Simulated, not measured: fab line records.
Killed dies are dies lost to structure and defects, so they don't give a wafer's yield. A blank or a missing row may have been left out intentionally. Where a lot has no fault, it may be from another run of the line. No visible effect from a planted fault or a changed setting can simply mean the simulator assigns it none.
2 desks looking at one fault / flow sky130 / each desk has only its own numbers; what lay behind them comes last

## FOR THE TOOL OWNER'S DESK: implanter-03
For each lot that ran on this tool, the mean over its sampled wafers that have a number, from the tool's own readings at SKY_LDD_HVN_IMPLANT_08. Marked OUT: a lot whose mean sits more than 4 standard deviations from the usual mean, which makes it out of limits; the brackets give that distance.
Columns: A = beam-energy-keV at SKY_LDD_HVN_IMPLANT_08, usual 60.004
lot=L866; first seen here=day 25 15:39; A=60.030
lot=L867; first seen here=day 26 01:52; A=63.788 (+99 or more) OUT
lot=L868; first seen here=day 26 13:03; A=63.766 (+99 or more) OUT
This desk's finding: out of limits on L867, L868; first on L867, day 26 01:52 (beam-energy-keV at SKY_LDD_HVN_IMPLANT_08). Within limits: L866.

## THE METROLOGY DESK
Means of the sampled wafers that have a number, per lot and without regard to the tool the lot ran on: this is what the gauges read. Marked OUT: a lot whose mean sits more than 4 standard deviations from the usual mean, which makes it out of limits; the brackets give that distance.
Columns: A = LDD_P_OVL at SKY_LDD_P_OVL_MEAS_08, usual -0.4 nm; B = LDD_P_TW at SKY_LDD_P_TW_MEAS_11, usual 641; C = LDD_HVN_OVL at SKY_LDD_HVN_OVL_MEAS_07, usual 1.2 nm
lot=L862; first seen here=day 23 07:37; A=0.2; B=640; C=0.5
lot=L866; first seen here=day 24 10:08; A=-1.5; B=637; C=0.8
lot=L867; first seen here=day 24 20:35; A=-0.8; B=631; C=1.8
lot=L868; first seen here=day 25 07:22; A=-0.6; B=640; C=2.9
lot=L870; first seen here=day 26 11:32; A=-0.8; B=635; C=2.3
lot=L874; first seen here=day 27 03:35; A=0.8; B=645; C=3.2
Finding of this desk: none of the 6 lots has anything out of limits.

## ALL TOGETHER
The tool owner's desk could have raised an alarm at day 26 01:52, on L867, L868.
Nothing out of limits was seen by the metrology desk.
The metrology desk holds a record of L867, L868, inside its limits.
On implanter-03, each named lot ran SKY_LDD_HVN_IMPLANT_08.

## WHAT THE SIMULATOR PUT IN
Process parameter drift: implanter-03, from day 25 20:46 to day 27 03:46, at SKY_LDD_HVN_IMPLANT_08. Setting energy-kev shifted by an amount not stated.
Struck lots among those shown: L867, L868.
Hours from the fault's start to each desk's first reading out of limits: the tool owner's desk, 5.
